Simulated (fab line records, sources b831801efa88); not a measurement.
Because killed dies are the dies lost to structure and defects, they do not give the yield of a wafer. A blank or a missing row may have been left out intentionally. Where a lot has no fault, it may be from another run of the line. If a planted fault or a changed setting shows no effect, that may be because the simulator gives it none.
Chamber matching :: flow sky130 :: SKY_VIA2_CMP_24 on cmp-01 has 4 sister chambers
The step polishes, stops on SiO2, t overpolish 20 s, target thk 0 nm. 4 wafers are shown with their chamber, then 12 later ones without.

WAFERS WITH THEIR CHAMBER
wafer: L084.5
chamber: 2
motorCurrentA (A): 12.4

wafer: L088.1
chamber: 0
motorCurrentA (A): 9.2

wafer: L088.2
chamber: 3
motorCurrentA (A): 9.9

wafer: L088.4
chamber: 1
motorCurrentA (A): 10.5

WAFERS WITH NO CHAMBER GIVEN
wafer: L091.3
motorCurrentA (A): 10.2

wafer: L091.4
motorCurrentA (A): 9.4

wafer: L091.5
motorCurrentA (A): 9.7

wafer: L092.2
motorCurrentA (A): 9.6

wafer: L092.4
motorCurrentA (A): 13.5

wafer: L092.6
motorCurrentA (A): 9.6

wafer: L092.1
motorCurrentA (A): 9.8

wafer: L092.3
motorCurrentA (A): 10.2

wafer: L092.5
motorCurrentA (A): 12.7

wafer: L093.1
motorCurrentA (A): 9.1

wafer: L093.2
motorCurrentA (A): 10.3

wafer: L093.6
motorCurrentA (A): 11.8

WHICH CHAMBER EACH WENT THROUGH
wafer: L091.3
from the rows above: can't be placed: 3 or 1 or 0
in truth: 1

wafer: L091.4
from the rows above: can't be placed: 0 or 3
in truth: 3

wafer: L091.5
from the rows above: can't be placed: 3 or 0 or 1
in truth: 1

wafer: L092.2
from the rows above: can't be placed: 3 or 0 or 1
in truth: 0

wafer: L092.4
from the rows above: 2
in truth: 2

wafer: L092.6
from the rows above: can't be placed: 3 or 0 or 1
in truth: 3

wafer: L092.1
from the rows above: can't be placed: 3 or 0 or 1
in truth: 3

wafer: L092.3
from the rows above: can't be placed: 3 or 1 or 0
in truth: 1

wafer: L092.5
from the rows above: 2
in truth: 2

wafer: L093.1
from the rows above: can't be placed: 0 or 3
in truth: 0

wafer: L093.2
from the rows above: can't be placed: 1 or 3
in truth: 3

wafer: L093.6
from the rows above: can't be placed: 2 or 1
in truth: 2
2 of 12 placed correctly. Cannot be placed on the basis of these rows: 10; the candidates contain the true chamber in 10. Number placed wrongly: 0.
How it was worked out, from the rows above alone: a wafer's distance from a chamber is the root of the sum, over the readings, of the square of ((its reading less the chamber's mean) divided by the reading's scatter). If the next closest chamber is less than 2 further off than the closest, the wafer can't be placed; otherwise it belongs to the closest. The mean given for a chamber averages the wafers shown for that chamber. The scatter (one wafer shown for each chamber): square how far every hidden wafer sits from the nearest shown wafer, average those squares and take the square root.
